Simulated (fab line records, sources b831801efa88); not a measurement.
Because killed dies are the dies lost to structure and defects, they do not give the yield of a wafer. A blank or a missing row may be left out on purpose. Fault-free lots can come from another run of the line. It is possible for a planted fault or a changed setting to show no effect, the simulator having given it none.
Which of the tools did it? / flow gf180mcu / 12 lots with 36 wafers sampled at 3 steps, on a route of 602 steps

## WHAT THE GAUGES SHOWED, per wafer
GF_NWELL_TW_MEAS_11. Usual: for NWELL_TW the level is 1575 and the standard deviation is 12.
lot=L730; measured=day 3 21:36; on=film_metro-04; NWELL_TW=1573 1570 1572; flag=
lot=L733; measured=day 4 12:31; on=film_metro-01; NWELL_TW=1551 1547 1551; flag=
lot=L734; measured=day 4 16:49; on=film_metro-01; NWELL_TW=1548 1551 1553; flag=
lot=L736; measured=day 5 02:04; on=film_metro-04; NWELL_TW=1579 1580 1572; flag=
lot=L737; measured=day 5 10:21; on=film_metro-03; NWELL_TW=1582 1579 1584; flag=
lot=L738; measured=day 5 15:32; on=film_metro-04; NWELL_TW=1576 1576 1562; flag=
lot=L741; measured=day 6 07:32; on=film_metro-03; NWELL_TW=1578 1594 1582; flag=
lot=L747; measured=day 7 18:35; on=film_metro-01; NWELL_TW=1489 1484 1485; flag=OFF
lot=L748; measured=day 7 20:11; on=film_metro-01; NWELL_TW=1475 1480 1476; flag=OFF
lot=L749; measured=day 8 00:58; on=film_metro-04; NWELL_TW=1577 1586 1585; flag=
lot=L750; measured=day 8 08:06; on=film_metro-04; NWELL_TW=1588 1583 1579; flag=
lot=L751; measured=day 8 13:50; on=film_metro-01; NWELL_TW=1581 1582 1584; flag=

GF_VT_IMPLANT_RS_MEAS_47: measures by four-point-probe. Usual: for NWELL_RS the level is 488.0 ohm/sq and the standard deviation is 1.3.
lot=L730; measured=day 8 05:13; on=film_metro-04; NWELL_RS (ohm/sq)=487.6 487.5 488.2; flag=
lot=L733; measured=day 9 00:13; on=film_metro-03; NWELL_RS (ohm/sq)=486.9 485.9 487.1; flag=
lot=L734; measured=day 9 05:30; on=film_metro-03; NWELL_RS (ohm/sq)=488.2 487.8 487.9; flag=
lot=L736; measured=day 9 16:55; on=film_metro-03; NWELL_RS (ohm/sq)=487.4 488.6 489.4; flag=
lot=L737; measured=day 10 03:05; on=film_metro-01; NWELL_RS (ohm/sq)=488.2 487.9 488.9; flag=
lot=L738; measured=day 10 09:50; on=film_metro-03; NWELL_RS (ohm/sq)=488.2 487.5 488.0; flag=
lot=L741; measured=day 11 03:58; on=film_metro-04; NWELL_RS (ohm/sq)=486.5 487.8 487.3; flag=
lot=L747; measured=day 13 01:35; on=film_metro-03; NWELL_RS (ohm/sq)=554.6 553.3 556.1; flag=OFF
lot=L748; measured=day 13 02:05; on=film_metro-01; NWELL_RS (ohm/sq)=559.6 558.8 559.4; flag=OFF
lot=L749; measured=day 13 08:26; on=film_metro-01; NWELL_RS (ohm/sq)=485.9 485.5 486.8; flag=
lot=L750; measured=day 13 17:30; on=film_metro-01; NWELL_RS (ohm/sq)=490.6 491.1 488.6; flag=
lot=L751; measured=day 14 00:13; on=film_metro-03; NWELL_RS (ohm/sq)=488.3 487.8 486.1; flag=

## EACH LOT AND THE TOOL THAT RAN IT (in order: tool; ch and the chambers of the sampled wafers; start)
lot=L730; GF_NWELL_IMPLANT_08=implanter-04 ch 0, day 3 21:12
lot=L733; GF_NWELL_IMPLANT_08=implanter-01 ch 0, day 4 12:09
lot=L734; GF_NWELL_IMPLANT_08=implanter-04 ch 0, day 4 16:26
lot=L736; GF_NWELL_IMPLANT_08=implanter-04 ch 0, day 5 01:41
lot=L737; GF_NWELL_IMPLANT_08=implanter-04 ch 0, day 5 09:57
lot=L738; GF_NWELL_IMPLANT_08=implanter-04 ch 0, day 5 15:08
lot=L741; GF_NWELL_IMPLANT_08=implanter-01 ch 0, day 6 07:08
lot=L747; GF_NWELL_IMPLANT_08=implanter-04 ch 0, day 7 18:11
lot=L748; GF_NWELL_IMPLANT_08=implanter-04 ch 0, day 7 19:47
lot=L749; GF_NWELL_IMPLANT_08=implanter-01 ch 0, day 8 00:37
lot=L750; GF_NWELL_IMPLANT_08=implanter-01 ch 0, day 8 07:43
lot=L751; GF_NWELL_IMPLANT_08=implanter-01 ch 0, day 8 13:26
- GF_NWELL_IMPLANT_08

## WHAT THE TOOLS THEMSELVES READ (means of the sampled wafers that have a number; where no wafer has one, the mark that the record gives instead)
GF_NWELL_IMPLANT_08. Usual: beam_on_s 10.00 s, standard deviation 0.21; faraday_current_uA 84.6, standard deviation 1.7.
lot=L730; tool=implanter-04; beam_on_s (s)=10.08; faraday_current_uA=84.2; flag=
lot=L733; tool=implanter-01; beam_on_s (s)=10.02; faraday_current_uA=84.3; flag=
lot=L734; tool=implanter-04; beam_on_s (s)=9.94; faraday_current_uA=85.1; flag=
lot=L736; tool=implanter-04; beam_on_s (s)=10.29; faraday_current_uA=82.2; flag=
lot=L737; tool=implanter-04; beam_on_s (s)=10.10; faraday_current_uA=83.9; flag=
lot=L738; tool=implanter-04; beam_on_s (s)=9.83; faraday_current_uA=85.8; flag=
lot=L741; tool=implanter-01; beam_on_s (s)=10.01; faraday_current_uA=84.8; flag=
lot=L747; tool=implanter-04; beam_on_s (s)=7.77; faraday_current_uA=109.2; flag=OFF
lot=L748; tool=implanter-04; beam_on_s (s)=7.73; faraday_current_uA=109.3; flag=OFF
lot=L749; tool=implanter-01; beam_on_s (s)=10.14; faraday_current_uA=83.2; flag=
lot=L750; tool=implanter-01; beam_on_s (s)=9.98; faraday_current_uA=84.6; flag=
lot=L751; tool=implanter-01; beam_on_s (s)=10.12; faraday_current_uA=83.6; flag=

## THE ANSWER, worked out from the rows above alone
Rule: lot off if the mean of its wafers having a number is beyond 3 standard deviations from the usual mean. Also off: a lot with no number at a reading for which 4 or more lots have one. Any other lot the step has rows for is counted as sound. Order of review: gauges by route order, followed by the tools' own readings, for which a lot's mean as printed above is used. The first step at which some lot is off is used, and at that step the reading that is off furthest; a lot without a number counts as furthest.
Off: at GF_NWELL_TW_MEAS_11 (NWELL_TW), L747, L748.
A tool fits if, at a process step before that reading, it ran every lot that is off, and no sound lot after the first of them. Not tried: the gauges at GF_NWELL_TW_MEAS_11; whatever is off there is also off at GF_NWELL_IMPLANT_08, on other tools, and gauge error can't account for it. One candidate fits, namely implanter-04 at GF_NWELL_IMPLANT_08. Its last sound lot is L738 (day 5 15:08), its first lot that is off L747 (day 7 18:11): a fault that began between those two fits.
The tool's own readings at GF_NWELL_IMPLANT_08 bear it out: on the lots that are off they differ by more than 5 times the standard deviation of the sound lots' means. beam_on_s reads 7.75 s there against 10.05 s on the sound lots; faraday_current_uA reads 109.2 there against 84.2 on the sound lots.

## WHAT THE SIMULATOR HAD INSERTED
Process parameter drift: implanter-04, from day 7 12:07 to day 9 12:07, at GF_NWELL_IMPLANT_08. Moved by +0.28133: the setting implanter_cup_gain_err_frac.
Shown lots that were struck: L747, L748. The same result came from the rule above.
